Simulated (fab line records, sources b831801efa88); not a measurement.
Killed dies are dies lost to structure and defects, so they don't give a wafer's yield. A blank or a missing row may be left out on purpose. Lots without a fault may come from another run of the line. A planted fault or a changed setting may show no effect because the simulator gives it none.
A struck lot beside a sound one | flow sky130 | 15 steps out of a route of 708
Sound: wafers L675.1, L675.2, L675.3. Struck: wafers L680.2, L680.3, L680.4. The cause comes at the end.
At each step with rows: each side's tool, then ch and its chambers, then its first start. Under that, the readings that differ: sound wafers | struck wafers | difference of the means | sigmas: that difference in standard deviations of wafers without a fault.
alike: readings whose means differ by less than 2 such deviations, and words and numbers that are the same on both sides. not compared: withheld readings, readings that some wafer has no value for, bounds like >300 that may hide the same value, and numbers for which the record gives no deviation and whose values overlap.
The two part at a step that has a row with sigmas, a row that says differs or no value, or rows on one side only. Numbers that don't overlap but have no deviation are shown without sigmas and don't part them. A reading that every wafer of one side lacks parts them only if that side has two wafers or more.

SKY_CONTACT_ETCH_16: etches BARC in N2/H2, stops on SiO2, time 45.9 s, target depth 60 nm.
  sound on rie_diel-03 ch 1,2,3, day 34 02:35; struck on rie_diel-01 ch 1,2,3, day 35 13:13
  alike: drypump_motor_current_A, oes_product_au, throttle_valve_pct
  not compared: rf_hours_counter_h
then, 2 steps without rows for these wafers: SKY_CONTACT_ETCH_17 (etches SiO2 in C4F8/O2/Ar, stops on Si3N4, target depth 340 nm); SKY_CONTACT_ETCH_18 (etches Si3N4 in CHF3/O2, stops on TiN, time 39 s, target depth 75 nm).
SKY_CONTACT_STRIP_19: strips in O2/N2.
  sound on plasma_asher-04 ch 0,1, day 34 02:43; struck on plasma_asher-04 ch 0,1, day 35 13:21
  alike: drypump_motor_current_A, oes_product_au, strip_time_to_endpoint_s
  not compared: rf_hours_counter_h
then, 4 steps without rows for these wafers: SKY_CONTACT_STRIP_20 (strips in post etch residue remover, time 1200 s); SKY_CONTACT_CLEAN_21 (cleans in IPA, time 180 s); SKY_CONTACT_CLEAN_22 (cleans in O3/DIW); SKY_CONTACT_SPUTTER_23 (material TiN, target thk 20 nm, time 80 s).
SKY_CONTACT_CVD_24: deposits W, target thk 340 nm, time 102.12 s.
  sound on cvd_w-01 ch 0,1, day 34 03:22; struck on cvd_w-01 ch 0,1, day 35 14:24
  alike: heater_power_w, susceptor_temp_C
SKY_CONTACT_RS_MEAS_25: measures by four-point-probe.
  sound on film_metro-03, day 34 03:29; struck on film_metro-03, day 35 14:32
  alike: CONTACT_W_RS
SKY_CONTACT_THK_MEAS_26: measures by xrf.
  sound on film_metro-03, day 34 03:36; struck on film_metro-03, day 35 14:38
  alike: CONTACT_W_THK
SKY_CONTACT_CMP_27: polishes, stops on SiO2, t overpolish 15 s, target thk 0 nm.
  sound on cmp-01 ch 0,2,3, day 34 03:43; struck on cmp-01 ch 0,1,3, day 35 14:41
  alike: edge_zone_pressure_frac, motor_current_A, overpolish_run_s, platen_rpm, retaining_ring_pressure_frac, time_to_endpoint_s
SKY_METAL1_SPUTTER_00: material Ti, target thk 15 nm, time 10 s.
  sound on pvd_sputter-03, day 34 03:58; struck on pvd_sputter-03, day 35 14:59
  no value came back on the struck wafers for cathode_dc_power_W (W), chamber_pressure_pa (Pa), throttle_valve_pct (%); on the sound wafers cathode_dc_power_W (W) reads 2998.9 3000.8 3000.1
SKY_METAL1_SPUTTER_01: material TiN, target thk 20 nm, time 16.7 s.
  sound on pvd_sputter-03, day 34 03:59; struck on pvd_sputter-03, day 35 15:01
  alike: cathode_dc_power_W, chamber_pressure_pa, throttle_valve_pct
-- the record jumps here: 13 days lie between the struck wafers' starts before and after (it left off in module METAL1 and takes up again in module PAD_OPEN, whose first step shown is number 708 of the route) --
SKY_PAD_OPEN_PROBE_99:
  sound on prober-02, day 47 15:27; struck on prober-01, day 48 17:02
  reading                       | sound             | struck           | difference | sigmas
  model.etest.mcon_chain.rc_ohm | 16.63 16.65 16.68 | 18.6 18.65 18.44 | +1.9       |
  alike: defect_limited_yield, killed_at_M0_to_M3, killed_at_M4_up, killed_at_contacts, killed_at_front_end, killed_at_other, killed_dies, killed_open, killed_short, sort_bin_3_pad_short, sort_bin_5_function, sort_bin_6_memory, sort_n_pass, sort_yield_pct

WHERE THEY PART
Only at SKY_METAL1_SPUTTER_00, within this record. Later steps at which nothing parts them and some readings are alike: SKY_METAL1_SPUTTER_01, SKY_PAD_OPEN_PROBE_99.

WHY: what the simulator had put in
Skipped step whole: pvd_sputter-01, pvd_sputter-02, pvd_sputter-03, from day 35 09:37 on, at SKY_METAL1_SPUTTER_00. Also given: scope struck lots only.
